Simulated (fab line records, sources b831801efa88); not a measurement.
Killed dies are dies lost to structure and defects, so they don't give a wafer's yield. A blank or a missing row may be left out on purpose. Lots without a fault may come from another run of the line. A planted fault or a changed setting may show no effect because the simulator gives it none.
A struck lot beside a sound one | flow sky130 | 15 steps out of a route of 708
Sound: wafers L887.4, L887.5, L887.6. Struck: wafers L901.2, L901.5, L901.6. The cause comes at the end.
At each step with rows: each side's tool, then ch and its chambers, then its first start. Under that, the readings that differ: sound wafers | struck wafers | difference of the means | sigmas: that difference in standard deviations of wafers without a fault.
alike: readings whose means differ by less than 2 such deviations, and words and numbers that are the same on both sides. not compared: withheld readings, readings that some wafer has no value for, bounds like >300 that may hide the same value, and numbers for which the record gives no deviation and whose values overlap.
The two part at a step that has a row with sigmas, a row that says differs or no value, or rows on one side only. Numbers that don't overlap but have no deviation are shown without sigmas and don't part them. A reading that every wafer of one side lacks parts them only if that side has two wafers or more.

first, 6 steps without rows for these wafers: SKY_METAL4_COAT_07 (resist thk 60 nm); SKY_METAL4_COAT_08 (resist thk 1140 nm); SKY_METAL4_SOFTBAKE_09 (time 90 s); SKY_METAL4_EXPOSE_10 (exposes mask MM4, target cd 300 nm); SKY_METAL4_PEB_11; SKY_METAL4_DEVELOP_12 (develop time 60 s).
SKY_METAL4_CD_MEAS_13: target cd 300 nm.
  sound on cd_sem-01, day 42 06:44; struck on cd_sem-02, day 46 10:40
  alike: cd_nm
SKY_METAL4_OVL_MEAS_14:
  sound on overlay-02, day 42 06:49; struck on overlay-02, day 46 10:46
  alike: METAL4_OVL
SKY_METAL4_DESCUM_15: chemistry O2, time 8 s.
  sound on rie_metal-03 ch 0,1, day 42 06:50; struck on rie_metal-01 ch 0,1, day 46 10:47
  alike: chamber_pressure_mTorr, drypump_motor_current_A, oes_product_au, rf_fwd_power_W
  not compared: rf_hours_counter_h
SKY_METAL4_ETCH_16: etches BARC in N2/H2, stops on SiO2, time 88.2 s, target depth 60 nm.
  sound on rie_metal-03 ch 0,1, day 42 06:53; struck on rie_metal-01 ch 0,1, day 46 10:49
  alike: bias_w, chamber_pressure_mTorr, drypump_motor_current_A, oes_product_au, rf_fwd_power_W, throttle_valve_pct
  not compared: rf_hours_counter_h
SKY_METAL4_ETCH_17: etches SiO2 in C4F8/O2/Ar, stops on TiN, time 3.9 s, target depth 15 nm.
  sound on rie_diel-02 ch 1,2, day 42 06:57; struck on rie_diel-01 ch 1,2, day 46 10:55
  alike: bias_w, chamber_pressure_mTorr, oes_product_au, rf_fwd_power_W
  not compared: rf_hours_counter_h
SKY_METAL4_METAL_ETCH_18: etches the open film in Cl2/BCl3, stops on SiO2, target depth 845 nm, time 183.1 s.
  sound on rie_metal-02 ch 0,1, day 42 07:02; struck on rie_metal-03 ch 0,1, day 46 10:56
  reading               | sound             | struck            | difference | sigmas
  bcl3_flow_sccm (sccm) | 30.08 29.96 30.12 | 29.90 29.76 29.88 | -0.21      | -2
  alike: bias_w, chamber_pressure_mTorr, drypump_motor_current_A, oes_product_au, rf_fwd_power_W, throttle_valve_pct
  not compared: rf_hours_counter_h
SKY_METAL4_STRIP_19: strips in O2/N2.
  sound on plasma_asher-02 ch 0,1, day 42 07:11; struck on plasma_asher-04 ch 0,1, day 46 11:07
  reading          | sound       | struck      | difference | sigmas
  overash_fraction | 0.5 0.5 0.5 | 0.7 0.7 0.7 | +0.2       |
  alike: chamber_pressure_mTorr, drypump_motor_current_A, o2_flow_sccm, oes_product_au, strip_time_to_endpoint_s
  not compared: rf_hours_counter_h
then, 1 step without rows for these wafers: SKY_METAL4_STRIP_20 (strips in post etch residue remover, time 1200 s).
-- the record jumps here: 3 days lie between the struck wafers' starts before and after (it left off in module METAL4 and takes up again in module PAD_OPEN, whose first step shown is number 708 of the route) --
SKY_PAD_OPEN_PROBE_99:
  sound on prober-01, day 46 04:48; struck on prober-01, day 49 16:27
  alike: defect_limited_yield, killed_at_M0_to_M3, killed_at_M4_up, killed_at_contacts, killed_at_front_end, killed_at_other, killed_dies, killed_open, killed_short, sort_bin_3_pad_short, sort_bin_5_function, sort_bin_6_memory, sort_n_pass, sort_yield_pct

WHERE THEY PART
Only at SKY_METAL4_METAL_ETCH_18, within this record. Later steps at which nothing parts them and some readings are alike: SKY_METAL4_STRIP_19, SKY_PAD_OPEN_PROBE_99.

WHY: what the simulator had put in
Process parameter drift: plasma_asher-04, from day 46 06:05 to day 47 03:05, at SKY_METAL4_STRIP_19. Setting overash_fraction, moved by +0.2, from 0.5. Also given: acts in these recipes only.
